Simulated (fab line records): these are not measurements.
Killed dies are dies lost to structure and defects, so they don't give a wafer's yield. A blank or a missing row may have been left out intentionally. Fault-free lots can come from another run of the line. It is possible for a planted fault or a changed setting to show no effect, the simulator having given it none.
fab line records    flow sky130
record lots=6  wafers=17  last_day=49
route steps=708 shown LOCAL_INTERCONNECT@396 CONTACT@406
lots that met no fault: from a run of the same line without faults
start_h: hours from the record's first day to the start of the lot's first wafer shown    wait_h: how many hours have passed since the lot's step before this one    " identical to the entry in the row above    L1.1+2: a single row standing in for several wafers    - value missing, or start not given    * or withheld: withheld    < > ~ a bound
route shown NAME@n: a module of which the file shows steps, and the number in the route of the first    usual: average and standard deviation across the fault-free wafers    same: alike in all rows    chamber/n: place in a boat    sites: per-site readings    _std_site: standard deviation of those values    _edge_site: outer sites' mean less inner sites'    radius_mm: how far each site lies from the wafer's centre    mask NAME#n: copy n    behind: tool/chamber where the wafer was last shaped    hold: reason for holding the lot/hours on hold/outcome of the hold    device: transistor that didn't switch, given as n, p or np    end of line: at the end of the route, the tests of the same wafers    where a step has no rows: the recipe by itself    killed: not the wafer's yield, but the dies lost to structure and defects at the first sort    map: dies across one wafer; x = killed, . = not, _ = none there
set.NAME: setting as actually run; set.NAME@STEP: the setting as run at that earlier step    model.NAME: the simulator's own value behind a step, which no gauge read
certain route steps with their lots: each step a table, each wafer a row
services: a tool's chamber out of use, with start hour (start_h, from the record's first day; less than 0 if before it), hours out, and reason
## steps
# step SKY_LOCAL_INTERCONNECT_PEB_09
# recipe peb_temp_c=withheld  peb_time_s=withheld  resist=KrF-thick
# step SKY_LOCAL_INTERCONNECT_DEVELOP_10
# recipe develop_time_s=60  resist=KrF-thick  dev_temp_c=21
# step SKY_LOCAL_INTERCONNECT_CD_MEAS_11
# recipe target_cd_nm=170
# usual cd_nm=170.3/1.7
lot.wafer  tool       chamber  start_h  wait_h  cd_nm
L130.3     cd_sem-02  -        706.19   -       170.8
L130.4     "          -        "        "       170.7
L130.5     "          -        "        "       171.2
L139.2     cd_sem-01  -        784.42   -       171.1
L139.3     "          -        "        "       172.8
L139.6     "          -        "        "       170.4
L140.2     cd_sem-02  -        785.64   -       174.5
L140.3     "          -        "        "       173.8
L140.5     "          -        "        "       174.6
L145.2     cd_sem-02  -        836.73   -       169.3
L145.4     "          -        "        "       167.6
L145.5     "          -        "        "       168.5
L146.4     cd_sem-02  -        842.48   -       172.3
L146.5     "          -        "        "       170.5
L148.1     cd_sem-02  -        850.30   -       170.4
L148.3     "          -        "        "       171.9
L148.5     "          -        "        "       171.7
# step SKY_LOCAL_INTERCONNECT_OVL_MEAS_12
# usual LOCAL_INTERCONNECT_OVL=0/5.4
lot.wafer  tool        chamber  start_h  wait_h  LOCAL_INTERCONNECT_OVL[nm]
L130.3     overlay-01  -        706.29   0.1     16
L130.4     "           -        "        "       5
L130.5     "           -        "        "       5
L139.2     overlay-01  -        784.53   0.1     -4
L139.3     "           -        "        "       4
L139.6     "           -        "        "       2
L140.2     overlay-01  -        785.74   0.1     5
L140.3     "           -        "        "       9
L140.5     "           -        "        "       5
L145.2     overlay-02  -        836.84   0.1     2
L145.4     "           -        "        "       9
L145.5     "           -        "        "       8
L146.4     overlay-02  -        842.56   0.1     2
L146.5     "           -        "        "       4
L148.1     overlay-02  -        850.42   0.1     4
L148.3     "           -        "        "       4
L148.5     "           -        "        "       8
# step SKY_LOCAL_INTERCONNECT_ETCH_13
# recipe chemistry=N2/H2  target=BARC  ion_energy_ev=200  bias_w=100  pressure_mtorr=30  n2_flow_sccm=100  h2_flow_sccm=200  icp_w=500  stop_on=SiO2  time_s=45.9  target_depth_a=600
# usual drypump_motor_current_A=5.4/0.39  oes_product_au=0.855/0.0045  throttle_valve_pct=13.225/0.0093
lot.wafer  tool          chamber  start_h  wait_h  drypump_motor_current_A  oes_product_au  rf_hours_counter_h  throttle_valve_pct
L130.3     rie_metal-03  0        706.33   0.0     5.1                      0.859           -                   13.204
L130.4     "             1        "        "       4.9                      0.854           -                   13.228
L130.5     "             1        "        "       5.0                      0.861           -                   13.226
L139.2     rie_metal-01  1        784.56   0.0     5.2                      0.854           11                  13.227
L139.3     "             0        "        "       5.7                      0.858           -                   13.223
L139.6     "             1        "        "       5.1                      0.848           -                   13.226
L140.2     rie_metal-02  0        785.77   0.0     5.7                      0.851           11                  13.227
L140.3     "             1        "        "       6.0                      0.864           -                   13.243
L140.5     "             1        "        "       6.0                      0.860           -                   13.227
L145.2     rie_metal-03  0        836.87   0.0     5.1                      0.859           0                   13.231
L145.4     "             0        "        "       5.1                      0.851           -                   13.200
L145.5     "             1        "        "       4.9                      0.861           -                   13.220
L146.4     rie_metal-03  1        842.60   0.0     5.0                      0.858           -                   13.224
L146.5     "             0        "        "       5.1                      0.851           -                   13.230
L148.1     rie_metal-02  0        850.46   0.0     5.8                      0.856           13                  13.227
L148.3     "             1        "        "       6.0                      0.854           -                   13.233
L148.5     "             0        "        "       5.7                      0.856           -                   13.230
# step SKY_LOCAL_INTERCONNECT_METAL_ETCH_14
# recipe target_depth_nm=110  stop_on=PSG  chemistry=Cl2/BCl3  target=TiN  resist_sidewall_deg=88  pressure_mtorr=10  icp_w=900  bias_w=48.5  Cl2_flow_sccm=60  bcl3_flow_sccm=30  time_s=31.4
# usual drypump_motor_current_A=5.4/0.39  oes_product_au=0.942/0.0064  throttle_valve_pct=21.899/0.0096
lot.wafer  tool          chamber  start_h  wait_h  drypump_motor_current_A  oes_product_au  rf_hours_counter_h  throttle_valve_pct
L130.3     rie_metal-03  0        706.39   0.0     5.1                      0.940           -                   21.929
L130.4     "             1        "        "       5.0                      0.946           -                   21.901
L130.5     "             1        "        "       5.0                      0.946           -                   21.890
L139.2     rie_metal-01  1        784.62   0.0     5.1                      0.954           11                  21.888
L139.3     "             0        "        "       5.7                      0.942           -                   21.897
L139.6     "             1        "        "       5.1                      0.947           -                   21.887
L140.2     rie_metal-02  0        785.84   0.0     5.7                      0.946           11                  21.900
L140.3     "             1        "        "       6.0                      0.938           -                   21.903
L140.5     "             1        "        "       6.0                      0.949           -                   21.899
L145.2     rie_metal-03  0        836.93   0.0     5.1                      0.930           0                   21.889
L145.4     "             0        "        "       5.1                      0.945           -                   21.910
L145.5     "             1        "        "       5.0                      0.936           -                   21.892
L146.4     rie_metal-03  1        842.65   0.0     4.9                      0.934           -                   21.895
L146.5     "             0        "        "       5.1                      0.942           -                   21.901
L148.1     rie_metal-02  0        850.52   0.0     5.7                      0.943           13                  21.911
L148.3     "             1        "        "       6.0                      0.942           -                   21.900
L148.5     "             0        "        "       5.7                      0.932           -                   21.895
# step SKY_LOCAL_INTERCONNECT_STRIP_15
# recipe chemistry=O2/N2  power_w=1400  pressure_mtorr=1500  platen_temp_c=withheld  o2_flow_sccm=3000  n2_flow_sccm=300  overash_fraction=0.5
# usual drypump_motor_current_A=5.75/0.21  oes_product_au=0.427/0.0043  strip_time_to_endpoint_s=4.725/0.02
lot.wafer  tool             chamber  start_h  wait_h  drypump_motor_current_A  oes_product_au  rf_hours_counter_h  strip_time_to_endpoint_s
L130.3     plasma_asher-03  0        706.46   0.1     5.82                     0.426           -                   4.746
L130.4     "                1        "        "       5.95                     0.437           -                   4.752
L130.5     "                0        "        "       5.82                     0.438           -                   4.764
L139.2     plasma_asher-04  1        784.67   0.0     5.88                     0.427           3                   4.747
L139.3     "                0        "        "       5.79                     0.424           -                   4.709
L139.6     "                0        "        "       5.76                     0.431           -                   4.725
L140.2     plasma_asher-04  1        785.89   0.0     5.93                     0.427           4                   4.726
L140.3     "                1        "        "       5.91                     0.423           -                   4.700
L140.5     "                1        "        "       5.89                     0.432           -                   4.695
L145.2     plasma_asher-01  1        836.98   0.0     5.70                     0.426           105                 4.725
L145.4     "                1        "        "       5.72                     0.422           -                   4.743
L145.5     "                1        "        "       5.75                     0.431           -                   4.713
L146.4     plasma_asher-04  0        842.72   0.1     5.79                     0.430           -                   4.763
L146.5     "                0        "        "       5.77                     0.434           -                   4.750
L148.1     plasma_asher-01  0        850.57   0.0     5.27                     0.425           107                 4.722
L148.3     "                1        "        "       5.70                     0.426           -                   4.718
L148.5     "                0        "        "       5.26                     0.431           -                   4.719
# step SKY_LOCAL_INTERCONNECT_STRIP_16
# recipe chemistry=post_etch_residue_remover  time_s=1200  temp_c=72.5
# step SKY_LOCAL_INTERCONNECT_CLEAN_17
# recipe chemistry=IPA  time_s=180  temp_c=25
# step SKY_LOCAL_INTERCONNECT_CLEAN_18
# recipe chemistry=O3/DIW  dry=n2_spin
# step SKY_CONTACT_CVD_00
# recipe material=Si3N4  target_thk_nm=75  temp_c=400  time_s=withheld  rf_w=450
# usual heater_power_w=749/96
lot.wafer  tool      chamber  start_h  wait_h  heater_power_w
L130.3     pecvd-02  0        707.03   0.0     689
L130.4     "         1        "        "       659
L130.5     "         0        "        "       675
L139.2     pecvd-04  0        785.27   0.0     687
L139.3     "         2        "        "       645
L139.6     "         2        "        "       628
L140.2     pecvd-03  0        786.48   0.0     795
L140.3     "         2        "        "       833
L140.5     "         0        "        "       767
L145.2     pecvd-03  2        837.64   0.0     750
L145.4     "         0        "        "       948
L145.5     "         2        "        "       783
L146.4     pecvd-04  0        843.30   0.0     677
L146.5     "         1        "        "       806
L148.1     pecvd-03  2        851.17   0.0     876
L148.3     "         1        "        "       840
L148.5     "         1        "        "       860
# step SKY_CONTACT_THK_MEAS_01
# recipe reads=Si3N4_of_CONTACT_CVD_00
# usual CONTACT_CVD_00_THK=74.8/0.83
lot.wafer  tool           chamber  start_h  wait_h  CONTACT_CVD_00_THK[nm]
L130.3     film_metro-01  -        707.09   -       74.8
L130.4     "              -        "        "       74.4
L130.5     "              -        "        "       74.7
L139.2     film_metro-04  -        785.31   -       73.6
L139.3     "              -        "        "       74.1
L139.6     "              -        "        "       75.3
L140.2     film_metro-04  -        786.52   -       73.0
L140.3     "              -        "        "       73.7
L140.5     "              -        "        "       74.0
L145.2     film_metro-04  -        837.70   -       74.8
L145.4     "              -        "        "       74.3
L145.5     "              -        "        "       75.6
L146.4     film_metro-02  -        843.35   -       76.0
L146.5     "              -        "        "       76.0
L148.1     film_metro-04  -        851.20   -       74.3
L148.3     "              -        "        "       75.2
L148.5     "              -        "        "       76.0
# step SKY_CONTACT_HDPCVD_02
# recipe material=SiO2  target_thk_nm=565  sigma_open_frac=0.3  time_s=94.2  temp_c=600  sih4_flow_sccm=60  pressure_mtorr=6
# usual run_length_s=122.0/0.77
lot.wafer  tool       chamber  start_h  wait_h  run_length_s  model.SiO2_of_CONTACT_HDPCVD_02.thk_nm
L130.3     hdpcvd-02  2        707.13   0.0     122.9         566
L130.4     "          1        "        "       121.5         566.6
L130.5     "          2        "        "       123.0         569.6
L139.2     hdpcvd-01  1        785.36   0.0     121.7         567.1
L139.3     "          0        "        "       122.6         559.7
L139.6     "          1        "        "       121.7         568.6
L140.2     hdpcvd-02  2        786.57   0.0     123.4         572
L140.3     "          0        "        "       121.5         575.2
L140.5     "          2        "        "       123.7         577.7
L145.2     hdpcvd-01  1        837.75   0.0     121.6         570.5
L145.4     "          0        "        "       122.5         570.9
L145.5     "          2        "        "       120.9         571.5
L146.4     hdpcvd-02  0        843.41   0.1     105.1         467.8
L146.5     "          1        "        "       121.7         565.9
L148.1     hdpcvd-02  0        851.26   0.1     105.1         469.3
L148.3     "          1        "        "       121.7         559.8
L148.5     "          1        "        "       121.7         562
# step SKY_CONTACT_THK_MEAS_03
# recipe reads=SiO2_of_CONTACT_HDPCVD_02
# usual CONTACT_HDPCVD_THK=566/4.8
lot.wafer  tool           chamber  start_h  wait_h  hold                      CONTACT_HDPCVD_THK[nm]
L130.3     film_metro-04  -        707.21   0.1     -                         566
L130.4     "              -        "        "       -                         567
L130.5     "              -        "        "       -                         570
L139.2     film_metro-02  -        785.44   0.0     -                         567
L139.3     "              -        "        "       -                         560
L139.6     "              -        "        "       -                         568
L140.2     film_metro-02  -        786.65   0.0     -                         572
L140.3     "              -        "        "       -                         575
L140.5     "              -        "        "       -                         577
L145.2     film_metro-01  -        837.83   0.0     -                         571
L145.4     "              -        "        "       -                         571
L145.5     "              -        "        "       -                         571
L146.4     film_metro-04  -        843.48   0.0     await_dispo/0.2h/release  468
L146.5     "              -        "        "       await_dispo/0.2h/release  566
L146.4     film_metro-04  -        843.70   0.2     -                         468
L146.5     "              -        "        "       -                         566
L148.1     film_metro-02  -        851.33   0.0     await_dispo/0.2h/release  469
L148.3     "              -        "        "       await_dispo/0.2h/release  559
L148.5     "              -        "        "       await_dispo/0.2h/release  562
L148.1     film_metro-02  -        851.55   0.2     -                         469
L148.3     "              -        "        "       -                         560
L148.5     "              -        "        "       -                         562
# step SKY_CONTACT_CMP_04
# recipe material=SiO2  down_force_psi=4  platen_rpm=60  pad_velocity_m_s=0.94248
# usual head_pressure_psi=4.001/0.0099  motor_current_A=12.5/1.5  time_to_endpoint_s=80/4.2
lot.wafer  tool    chamber  start_h  wait_h  hold                      head_pressure_psi  motor_current_A  time_to_endpoint_s
L130.3     cmp-01  2        707.25   0.0     -                         3.999              11.0             80
L130.4     "       3        "        "       -                         4.004              13.1             83
L130.5     "       2        "        "       -                         4.004              11.7             80
L139.2     cmp-01  0        785.52   0.1     -                         3.982              14.1             87
L139.3     "       1        "        "       -                         4.004              11.8             80
L139.6     "       0        "        "       -                         3.995              13.9             85
L140.2     cmp-02  0        786.70   0.0     -                         3.990              12.8             80
L140.3     "       3        "        "       -                         4.003              11.4             79
L140.5     "       0        "        "       -                         3.989              13.2             83
L145.4     cmp-01  1        837.88   0.0     -                         4.003              11.1             79
L145.2     "       0        "        "       -                         4.001              14.8             85
L145.5     "       1        "        "       -                         3.986              11.5             84
L146.4     cmp-01  2        845.09   1.4     await_dispo/1.4h/release  4.010              11.8             45
L146.5     "       3        "        "       await_dispo/1.4h/release  3.989              13.6             81
L148.1     cmp-01  1        853.65   2.1     await_dispo/1.7h/release  3.986              11.1             45
L148.3     "       3        "        "       await_dispo/1.7h/release  4.005              12.8             72
L148.5     "       1        "        "       await_dispo/1.7h/release  3.997              11.0             74
# step SKY_CONTACT_BOW_MEAS_05
# recipe mode=bow
# usual CONTACT_BOW=83/7
lot.wafer  tool           chamber  start_h  wait_h  CONTACT_BOW[um]
L130.3     film_metro-04  -        707.59   0.3     80
L130.4     "              -        "        "       83
L130.5     "              -        "        "       86
L139.2     film_metro-02  -        785.84   0.3     76
L139.3     "              -        "        "       88
L139.6     "              -        "        "       86
L140.2     film_metro-01  -        787.02   0.3     87
L140.3     "              -        "        "       80
L140.5     "              -        "        "       85
L145.2     film_metro-02  -        838.20   0.1     86
L145.4     "              -        "        "       81
L145.5     "              -        "        "       97
L146.4     film_metro-01  -        845.45   0.3     97
L146.5     "              -        "        "       85
L148.1     film_metro-04  -        853.95   0.2     81
L148.3     "              -        "        "       88
L148.5     "              -        "        "       85
## services
tool             chamber  start_h  hours  kind
pecvd-02         2        682.47   46.6   repair
hdpcvd-02        -        682.59   0.7    repair
pecvd-04         -        683.44   4.8    repair
hdpcvd-01        2        685.38   18.1   repair
cmp-01           -        694.46   5.7    repair
pecvd-04         -        701.12   2.1    repair
cmp-01           -        713.33   1.5    repair
pecvd-04         -        713.86   3.1    repair
cmp-02           -        714.68   0.5    repair
plasma_asher-01  -        728.96   0.9    repair
plasma_asher-04  -        733.75   9.0    pm
hdpcvd-01        -        738.23   5.5    pm
cmp-02           -        744.00   4.0    pm
pecvd-04         -        767.98   5.6    repair
pecvd-04         -        770.75   0.8    repair
pecvd-03         -        773.78   1.3    repair
cmp-01           -        787.28   0.5    repair
pecvd-04         0        792.25   10.5   repair
cmp-01           -        808.74   3.4    repair
plasma_asher-04  -        816.29   3.6    repair
rie_metal-02     -        817.24   1.4    pm
hdpcvd-01        -        818.63   2.6    repair
cmp-01           -        838.26   3.9    pm
rie_metal-01     -        842.14   0.2    repair
## key
first_sign step=SKY_CONTACT_HDPCVD_02  reading=run_length_s  direction=down  sigmas=22  usual=*  struck=*
effect step=SKY_CONTACT_THK_MEAS_03  reading=visit  direction=added
effect step=SKY_CONTACT_THK_MEAS_03  reading=CONTACT_HDPCVD_THK  direction=down  sigmas=20  usual=566  struck=468
effect step=SKY_CONTACT_CMP_04  reading=time_to_endpoint_s  direction=down  sigmas=8.4  usual=*  struck=*
model_effect step=SKY_CONTACT_HDPCVD_02  value=SiO2_of_CONTACT_HDPCVD_02.thk_nm  without=564.9  struck=468.5
met_at SKY_CONTACT_HDPCVD_02
struck_wafers L146.4,L148.1
tester_left_out L146,L148
onset_between 786.57 843.41
fault kind=process_parameter_drift  tool=hdpcvd-02  chamber=-  onset_h=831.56  steps=SKY_CONTACT_HDPCVD_02  channel=time_s  offset=*  shape=step  end_h=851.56  scope=struck_wafers_only  acts_in=*  stated=*
# tester_left_out: of these lots the tester's yield and bins aren't shown, on N5 and GAA mostly nor the transistor test; their killed dies are dies lost to structure and defects alone, not to doping, threshold or leakage, so they don't give the yield
